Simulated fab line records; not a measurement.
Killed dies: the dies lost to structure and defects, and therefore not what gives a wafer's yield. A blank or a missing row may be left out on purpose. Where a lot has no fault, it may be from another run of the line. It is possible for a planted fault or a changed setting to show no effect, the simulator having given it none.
fab line records + flow gf180mcu
record:
- lots: 12
- wafers: 36
- lastDay: 34
route steps=602 shown M3@415 V3@439
lots that met no fault: taken from a fault-free run of the same line
startH: start of the lot's first displayed wafer, in hours after the record's first day + waitH: hours elapsed since this lot's preceding step + " the same as in the row above + L1.1+2: several wafers, shown together as one row + - no value, or no start was given + * or withheld: withheld + < > ~ a bound
route shown NAME@n: a module of which the file shows steps, and the number in the route of the first + usual: mean/standard deviation of fault-free wafers + same: alike in all rows + chamber/n: place in a boat + sites: per-site readings + _std_site: how widely they spread, as a standard deviation + _edge_site: outer sites' mean less inner sites' + radiusMm: for every site, how far away it sits from the centre of the wafer + mask NAME#n: copy n + behind: the most recent tool/chamber to have shaped the wafer + hold: reason for holding the lot/hours on hold/outcome of the hold + device: the transistor (n, p or np) that didn't switch + end of line: the route-end tests of the same wafers + a step given without rows: its recipe and nothing more + killed: dies that structure and defects cost at the first sort, which is not the same as the wafer's yield + map: the dies of a wafer, with x for killed, . for not killed, _ for no die there
set.NAME: the run value of the setting; set.NAME@STEP: its run value at that earlier step + model.NAME: the simulator's own value behind a step, which no gauge read
the route's steps for a sample of lots (tables are steps, rows are wafers)
services: a tool's chamber out of use, with start hour (startH, from the record's first day; less than 0 if before it), hours out, and reason
== steps ==
step: GF_M3_THK_MEAS_06
recipe:
- thkMeasGauge: xrf
- reads: AlCu_of_M3_SPUTTER_02
usual:
- M3_ALCU_THK: 437/6.2
| lot.wafer | tool         | chamber | startH | waitH | M3_ALCU_THK[nm] |
|-----------|--------------|---------|--------|-------|-----------------|
| L318.3    | filmMetro-03 | -       | 460.36 | 0.1   | 436             |
| L318.4    | "            | -       | "      | "     | 433             |
| L318.6    | "            | -       | "      | "     | 435             |
| L319.4    | filmMetro-03 | -       | 479.55 | 0.1   | 433             |
| L319.5    | "            | -       | "      | "     | 436             |
| L319.6    | "            | -       | "      | "     | 432             |
| L321.3    | filmMetro-01 | -       | 496.20 | 0.1   | 434             |
| L321.5    | "            | -       | "      | "     | 437             |
| L321.6    | "            | -       | "      | "     | 435             |
| L323.1    | filmMetro-03 | -       | 513.78 | 0.1   | 447             |
| L323.2    | "            | -       | "      | "     | 448             |
| L323.3    | "            | -       | "      | "     | 443             |
| L327.1    | filmMetro-03 | -       | 546.92 | 0.1   | 447             |
| L327.5    | "            | -       | "      | "     | 444             |
| L327.6    | "            | -       | "      | "     | 447             |
| L328.1    | filmMetro-01 | -       | 554.02 | 0.1   | 441             |
| L328.2    | "            | -       | "      | "     | 444             |
| L328.5    | "            | -       | "      | "     | 436             |
| L331.1    | filmMetro-04 | -       | 583.92 | 0.1   | 446             |
| L331.2    | "            | -       | "      | "     | 441             |
| L331.6    | "            | -       | "      | "     | 443             |
| L335.1    | filmMetro-01 | -       | 609.22 | 0.1   | 419             |
| L335.4    | "            | -       | "      | "     | 427             |
| L335.6    | "            | -       | "      | "     | 426             |
| L336.2    | filmMetro-01 | -       | 619.25 | 0.1   | 432             |
| L336.4    | "            | -       | "      | "     | 433             |
| L336.6    | "            | -       | "      | "     | 431             |
| L337.1    | filmMetro-03 | -       | 630.43 | 0.1   | 437             |
| L337.3    | "            | -       | "      | "     | 442             |
| L337.4    | "            | -       | "      | "     | 440             |
| L340.2    | filmMetro-04 | -       | 646.46 | 0.1   | 437             |
| L340.3    | "            | -       | "      | "     | 432             |
| L340.4    | "            | -       | "      | "     | 432             |
| L341.2    | filmMetro-03 | -       | 655.63 | 0.1   | 443             |
| L341.4    | "            | -       | "      | "     | 445             |
| L341.5    | "            | -       | "      | "     | 445             |
step: GF_V3_SOFTBAKE_10
recipe:
- tempC: 130
- timeS: 60
- resist: KrF
usual:
- heaterPowerTotalW: 93.05/0.062
- plateTempC: 129.99/0.14
| lot.wafer | tool          | chamber | startH | waitH | heaterPowerTotalW | plateTempC |
|-----------|---------------|---------|--------|-------|-------------------|------------|
| L318.3    | lithoTrack-02 | 0       | 497    | -     | 93.09             | 130.02     |
| L318.4    | "             | 0       | "      | "     | 93.12             | 130.08     |
| L318.6    | "             | 0       | "      | "     | 93.08             | 129.89     |
| L319.4    | lithoTrack-02 | 0       | 516    | -     | 93.18             | 129.83     |
| L319.5    | "             | 0       | "      | "     | 93.06             | 130.10     |
| L319.6    | "             | 0       | "      | "     | 93.07             | 129.89     |
| L321.3    | lithoTrack-02 | 0       | 532    | -     | 93.05             | 129.94     |
| L321.5    | "             | 0       | "      | "     | 93.02             | 130.06     |
| L321.6    | "             | 0       | "      | "     | 93.03             | 129.74     |
| L323.1    | lithoTrack-01 | 0       | 549    | -     | 93.02             | 130.09     |
| L323.2    | "             | 0       | "      | "     | 93.03             | 130.04     |
| L323.3    | "             | 0       | "      | "     | 92.87             | 130.13     |
| L327.1    | lithoTrack-03 | 0       | 581    | -     | 93.00             | 130.04     |
| L327.5    | "             | 0       | "      | "     | 93.01             | 130.08     |
| L327.6    | "             | 0       | "      | "     | 93.05             | 129.97     |
| L328.1    | lithoTrack-01 | 0       | 587    | -     | 94.77             | 131.55     |
| L328.2    | "             | 0       | "      | "     | 94.70             | 131.49     |
| L328.5    | "             | 0       | "      | "     | 94.69             | 131.52     |
| L331.1    | lithoTrack-01 | 0       | 616    | -     | 94.68             | 131.75     |
| L331.2    | "             | 0       | "      | "     | 94.84             | 131.41     |
| L331.6    | "             | 0       | "      | "     | 94.67             | 131.79     |
| L335.1    | lithoTrack-02 | 0       | 641    | -     | 93.10             | 129.95     |
| L335.4    | "             | 0       | "      | "     | 93.07             | 129.88     |
| L335.6    | "             | 0       | "      | "     | 93.14             | 129.87     |
| L336.2    | lithoTrack-03 | 0       | 651    | -     | 93.02             | 129.87     |
| L336.4    | "             | 0       | "      | "     | 93.13             | 129.74     |
| L336.6    | "             | 0       | "      | "     | 92.98             | 130.10     |
| L337.1    | lithoTrack-03 | 0       | 661    | -     | 93.00             | 129.67     |
| L337.3    | "             | 0       | "      | "     | 93.03             | 129.75     |
| L337.4    | "             | 0       | "      | "     | 92.99             | 129.74     |
| L340.2    | lithoTrack-03 | 0       | 676    | -     | 93.13             | 129.97     |
| L340.3    | "             | 0       | "      | "     | 93.08             | 129.98     |
| L340.4    | "             | 0       | "      | "     | 93.00             | 130.11     |
| L341.2    | lithoTrack-02 | 0       | 686    | -     | 93.10             | 130.03     |
| L341.4    | "             | 0       | "      | "     | 93.12             | 130.06     |
| L341.5    | "             | 0       | "      | "     | 93.08             | 130.23     |
step: GF_V3_CD_MEAS_14
recipe:
- targetCdNm: 260
usual:
- cdNm: 259.8/1.4
| lot.wafer | tool     | chamber | startH | waitH | cdNm  |
|-----------|----------|---------|--------|-------|-------|
| L318.3    | cdSem-02 | -       | 509.31 | 0.1   | 259.7 |
| L318.4    | "        | -       | "      | "     | 260.0 |
| L318.6    | "        | -       | "      | "     | 260.4 |
| L319.4    | cdSem-02 | -       | 528.04 | 0.1   | 263.4 |
| L319.5    | "        | -       | "      | "     | 260.2 |
| L319.6    | "        | -       | "      | "     | 262.3 |
| L321.3    | cdSem-02 | -       | 543.56 | 0.1   | 261.3 |
| L321.5    | "        | -       | "      | "     | 261.8 |
| L321.6    | "        | -       | "      | "     | 261.7 |
| L323.1    | cdSem-02 | -       | 561.26 | 0.1   | 260.2 |
| L323.2    | "        | -       | "      | "     | 259.9 |
| L323.3    | "        | -       | "      | "     | 260.4 |
| L327.1    | cdSem-01 | -       | 591.83 | 0.1   | 259.5 |
| L327.5    | "        | -       | "      | "     | 261.3 |
| L327.6    | "        | -       | "      | "     | 260.9 |
| L328.1    | cdSem-02 | -       | 597.97 | 0.1   | 263.8 |
| L328.2    | "        | -       | "      | "     | 263.5 |
| L328.5    | "        | -       | "      | "     | 265.0 |
| L331.1    | cdSem-02 | -       | 627.87 | 0.1   | 264.1 |
| L331.2    | "        | -       | "      | "     | 264.2 |
| L331.6    | "        | -       | "      | "     | 263.4 |
| L335.1    | cdSem-01 | -       | 651.03 | 0.1   | 260.7 |
| L335.4    | "        | -       | "      | "     | 260.9 |
| L335.6    | "        | -       | "      | "     | 262.4 |
| L336.2    | cdSem-01 | -       | 660.58 | 0.1   | 261.2 |
| L336.4    | "        | -       | "      | "     | 259.5 |
| L336.6    | "        | -       | "      | "     | 259.8 |
| L337.1    | cdSem-01 | -       | 671.01 | 0.1   | 259.1 |
| L337.3    | "        | -       | "      | "     | 258.2 |
| L337.4    | "        | -       | "      | "     | 258.8 |
| L340.2    | cdSem-01 | -       | 687.23 | 0.1   | 259.7 |
| L340.3    | "        | -       | "      | "     | 259.5 |
| L340.4    | "        | -       | "      | "     | 259.2 |
| L341.2    | cdSem-02 | -       | 695.48 | 0.1   | 261.6 |
| L341.4    | "        | -       | "      | "     | 261.7 |
| L341.5    | "        | -       | "      | "     | 261.5 |
step: GF_V3_ETCH_16
recipe:
- chemistry: N2/H2
- targetDepthA: withheld
- overetchA: withheld
- timeS: withheld
- target: BARC
- ionEnergyEv: 200
- sourceW: 500
- biasW: 100
- pressureMtorr: 30
- n2FlowSccm: 100
- h2FlowSccm: 200
usual:
- drypumpMotorCurrentA: 5.9/0.43
- n2FlowSccm: 100.0/0.33
- oesProductAu: 0.854/0.0047
- throttleValvePct: 13.224/0.0094
| lot.wafer | tool       | chamber | startH | waitH | drypumpMotorCurrentA | n2FlowSccm | oesProductAu | throttleValvePct |
|-----------|------------|---------|--------|-------|----------------------|------------|--------------|------------------|
| L318.3    | rieDiel-03 | 3       | 509.42 | 0.0   | 5.6                  | 99.9       | 0.856        | 13.225           |
| L318.4    | "          | 0       | "      | "     | 5.8                  | 100.0      | 0.857        | 13.235           |
| L318.6    | "          | 0       | "      | "     | 5.9                  | 99.6       | 0.848        | 13.210           |
| L319.4    | rieDiel-01 | 0       | 528.14 | 0.0   | 5.4                  | 100.2      | 0.860        | 13.228           |
| L319.5    | "          | 1       | "      | "     | 5.2                  | 100.0      | 0.849        | 13.223           |
| L319.6    | "          | 0       | "      | "     | 5.4                  | 100.0      | 0.849        | 13.217           |
| L321.3    | rieDiel-03 | 2       | 543.67 | 0.0   | 6.4                  | 100.0      | 0.842        | 13.220           |
| L321.5    | "          | 2       | "      | "     | 6.4                  | 99.5       | 0.854        | 13.243           |
| L321.6    | "          | 1       | "      | "     | 6.5                  | 99.7       | 0.853        | 13.225           |
| L323.1    | rieDiel-02 | 2       | 561.41 | 0.0   | 5.7                  | 100.0      | 0.845        | 13.229           |
| L323.2    | "          | 1       | "      | "     | 5.5                  | 100.3      | 0.859        | 13.231           |
| L323.3    | "          | 0       | "      | "     | 6.1                  | 100.2      | 0.853        | 13.216           |
| L327.1    | rieDiel-01 | 1       | 591.99 | 0.0   | 5.2                  | 100.2      | 0.851        | 13.213           |
| L327.5    | "          | 3       | "      | "     | 5.2                  | 99.4       | 0.854        | 13.217           |
| L327.6    | "          | 2       | "      | "     | 6.4                  | 99.6       | 0.845        | 13.212           |
| L328.1    | rieDiel-02 | 0       | 598.12 | 0.0   | 6.2                  | 100.0      | 0.852        | 13.240           |
| L328.2    | "          | 2       | "      | "     | 5.7                  | 99.7       | 0.858        | 13.230           |
| L328.5    | "          | 1       | "      | "     | 5.6                  | 100.0      | 0.857        | 13.219           |
| L331.1    | rieDiel-02 | 2       | 628.02 | 0.0   | 5.7                  | 100.4      | 0.854        | 13.217           |
| L331.2    | "          | 0       | "      | "     | 6.2                  | 100.0      | 0.860        | 13.224           |
| L331.6    | "          | 3       | "      | "     | 6.2                  | 100.0      | 0.852        | 13.226           |
| L335.1    | rieDiel-02 | 3       | 651.19 | 0.0   | 6.2                  | 99.8       | 0.860        | 13.216           |
| L335.4    | "          | 0       | "      | "     | 6.2                  | 99.8       | 0.852        | 13.218           |
| L335.6    | "          | 3       | "      | "     | 6.2                  | 99.7       | 0.859        | 13.226           |
| L336.2    | rieDiel-01 | 2       | 660.71 | 0.0   | 6.5                  | 99.7       | 0.858        | 13.214           |
| L336.4    | "          | 0       | "      | "     | 5.4                  | 99.7       | 0.857        | 13.225           |
| L336.6    | "          | 2       | "      | "     | 6.5                  | 99.5       | 0.852        | 13.232           |
| L337.1    | rieDiel-03 | 3       | 671.16 | 0.0   | 5.6                  | 99.2       | 0.852        | 13.235           |
| L337.3    | "          | 1       | "      | "     | 6.5                  | 100.7      | 0.854        | 13.234           |
| L337.4    | "          | 0       | "      | "     | 5.8                  | 100.2      | 0.852        | 13.211           |
| L340.2    | rieDiel-01 | 1       | 687.36 | 0.0   | 5.2                  | 100.1      | 0.858        | 13.219           |
| L340.3    | "          | 2       | "      | "     | 6.4                  | 100.0      | 0.855        | 13.227           |
| L340.4    | "          | 3       | "      | "     | 5.2                  | 98.9       | 0.858        | 13.221           |
| L341.2    | rieDiel-02 | 3       | 695.61 | 0.0   | 6.2                  | 100.1      | 0.847        | 13.229           |
| L341.4    | "          | 0       | "      | "     | 6.2                  | 100.2      | 0.854        | 13.226           |
| L341.5    | "          | 1       | "      | "     | 5.5                  | 99.6       | 0.854        | 13.215           |
step: GF_V3_ETCH_17
recipe:
- chemistry: C4F8/O2/Ar
- maskMaterial: KrF
- target: SiO2
- stopOn: TiN
- sourceW: 1500
- biasW: 1200
- pressureMtorr: 40
- c4f8FlowSccm: withheld
- O2_flow_sccm: 6
- Ar_flow_sccm: 300
- timeS: withheld
- targetDepthA: 6350
usual:
- oesProductAu: 0.856/0.0048
| lot.wafer | tool       | chamber | startH | waitH | oesProductAu |
|-----------|------------|---------|--------|-------|--------------|
| L318.3    | rieDiel-03 | 3       | -      | -     | 0.857        |
| L318.4    | "          | 0       | "      | "     | 0.855        |
| L318.6    | "          | 0       | "      | "     | 0.858        |
| L319.4    | rieDiel-01 | 0       | -      | -     | 0.857        |
| L319.5    | "          | 1       | "      | "     | 0.863        |
| L319.6    | "          | 0       | "      | "     | 0.857        |
| L321.3    | rieDiel-03 | 2       | -      | -     | 0.857        |
| L321.5    | "          | 2       | "      | "     | 0.856        |
| L321.6    | "          | 1       | "      | "     | 0.853        |
| L323.1    | rieDiel-02 | 2       | -      | -     | 0.859        |
| L323.2    | "          | 1       | "      | "     | 0.865        |
| L323.3    | "          | 0       | "      | "     | 0.850        |
| L327.1    | rieDiel-01 | 1       | -      | -     | 0.863        |
| L327.5    | "          | 3       | "      | "     | 0.860        |
| L327.6    | "          | 2       | "      | "     | 0.847        |
| L328.1    | rieDiel-02 | 0       | -      | -     | 0.858        |
| L328.2    | "          | 2       | "      | "     | 0.849        |
| L328.5    | "          | 1       | "      | "     | 0.854        |
| L331.1    | rieDiel-02 | 2       | -      | -     | 0.851        |
| L331.2    | "          | 0       | "      | "     | 0.850        |
| L331.6    | "          | 3       | "      | "     | 0.852        |
| L335.1    | rieDiel-02 | 3       | -      | -     | 0.863        |
| L335.4    | "          | 0       | "      | "     | 0.854        |
| L335.6    | "          | 3       | "      | "     | 0.859        |
| L336.2    | rieDiel-01 | 2       | -      | -     | 0.855        |
| L336.4    | "          | 0       | "      | "     | 0.864        |
| L336.6    | "          | 2       | "      | "     | 0.863        |
| L337.1    | rieDiel-03 | 3       | -      | -     | 0.858        |
| L337.3    | "          | 1       | "      | "     | 0.853        |
| L337.4    | "          | 0       | "      | "     | 0.847        |
| L340.2    | rieDiel-01 | 1       | -      | -     | 0.853        |
| L340.3    | "          | 2       | "      | "     | 0.857        |
| L340.4    | "          | 3       | "      | "     | 0.862        |
| L341.2    | rieDiel-02 | 3       | -      | -     | 0.849        |
| L341.4    | "          | 0       | "      | "     | 0.855        |
| L341.5    | "          | 1       | "      | "     | 0.853        |
== services ==
| tool       | chamber | startH | hours | kind          |
|------------|---------|--------|-------|---------------|
| rieDiel-03 | 2       | 476.10 | -     | clean         |
| rieDiel-03 | 2       | 476.10 | 25.8  | scheduledDown |
| rieDiel-03 | 2       | 476.10 | 25.8  | ventCycle     |
| rieDiel-03 | 1       | 513.53 | 6.3   | repair        |
| rieDiel-01 | -       | 522.95 | 2.8   | pm            |
| rieDiel-02 | 1       | 567.50 | 4.3   | repair        |
| rieDiel-02 | -       | 569.86 | 2.4   | repair        |
| rieDiel-02 | -       | 582.12 | 14.6  | pm            |
| rieDiel-01 | 0       | 600.34 | 3.9   | repair        |
| rieDiel-03 | 3       | 628.51 | 2.6   | repair        |
| rieDiel-03 | 3       | 647.16 | 4.3   | repair        |
| rieDiel-02 | -       | 690.86 | 0.9   | repair        |
== key ==
firstSign:
- step: GF_V3_SOFTBAKE_10
- reading: heaterPowerTotalW
- direction: up
- sigmas: 27
- usual: 93.05
- struck: 94.72
effect:
- step: GF_V3_SOFTBAKE_10
- reading: plateTempC
- direction: up
- sigmas: 11
- usual: *
- struck: *
effect:
- step: GF_V3_CD_MEAS_14
- reading: cdNm
- direction: up
- sigmas: 3.1
- usual: 259.8
- struck: 264.0
- through: controlLoop
metAt GF_V3_SOFTBAKE_10
struckLots L328,L331
loopTrim:
- step: GF_V3_EXPOSE_11
- setting: dose
- lots: L331
notActingAt GF_M3_THK_MEAS_06,GF_V3_ETCH_16,GF_V3_ETCH_17
onsetBetween 549 587
fault:
- kind: processParameterDrift
- tool: lithoTrack-01
- chamber: -
- onsetH: 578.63
- steps: GF_V3_SOFTBAKE_10
- channel: tempC
- offset: *
- shape: step
- endH: 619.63
- actsIn: *
- stated: *
loopTrim: a control loop set the setting to another value than it would have without faults
